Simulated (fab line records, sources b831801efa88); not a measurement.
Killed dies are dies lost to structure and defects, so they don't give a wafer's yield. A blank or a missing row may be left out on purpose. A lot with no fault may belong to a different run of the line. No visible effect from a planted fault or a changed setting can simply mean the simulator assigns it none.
A lot that was struck, set against a sound lot -- flow sky130 -- 15 out of 708 route steps
Sound: wafers L230.1, L230.5, L230.6. Wafers L236.2, L236.4, L236.5 were the ones struck. The cause comes at the end.
Each step with rows lists, per side, the tool, then ch with its chambers, then its first start. Under that, the readings that differ: sound wafers -- struck wafers -- difference of the means -- sigmas: that difference in standard deviations of wafers without a fault.
alike: readings with means less than 2 such deviations apart, plus words and numbers identical on both sides. not compared: withheld readings, readings lacking a value on some wafer, bounds such as >300 that could conceal the same value, and numbers that have no deviation in the record and whose values overlap.
The two part at a step that has a row with sigmas, a row that says differs or no value, or rows on one side only. Numbers that have no deviation but don't overlap get no sigmas and don't part them. A reading that every wafer of one side lacks parts them only if that side has two wafers or more.

first, 5 steps without rows for these wafers: SKY_LDD_N_COAT_02 (resist thk 300 nm); SKY_LDD_N_SOFTBAKE_03 (time 60 s); SKY_LDD_N_EXPOSE_04 (exposes mask NTM, target cd 840 nm); SKY_LDD_N_PEB_05; SKY_LDD_N_DEVELOP_06 (develop time 60 s).
SKY_LDD_N_OVL_MEAS_07:
  sound: overlay-02 at day 18 10:31; struck: overlay-02 at day 20 05:31
  alike: LDD_N_OVL
then, 6 steps without rows for these wafers: SKY_LDD_N_IMPLANT_08; SKY_LDD_N_IMPLANT_09; SKY_LDD_N_IMPLANT_10; SKY_LDD_N_IMPLANT_11; SKY_LDD_N_IMPLANT_12; SKY_LDD_N_IMPLANT_13.
SKY_LDD_N_IMPLANT_14:
  sound on implanter-03 ch 0, day 18 11:28; struck on implanter-04 ch 0, day 20 06:29
reading,sound,struck,difference,sigmas
beam energy keV,49.992 50.020 50.014,48.443 48.476 48.466,-1.547,-99 or more
model.implant.drp nm (nm),18.83 18.83 18.83,18.41 18.41 18.41,-0.42,
then, 2 steps without rows for these wafers: SKY_LDD_N_IMPLANT_15; SKY_PAD_OPEN_PROBE_99.

== WHERE THEY PART ==
Only at SKY_LDD_N_IMPLANT_14, as far as this record shows.

WHY: what the simulator had put in
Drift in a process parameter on implanter-04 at SKY_LDD_N_IMPLANT_14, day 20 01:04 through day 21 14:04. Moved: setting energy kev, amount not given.
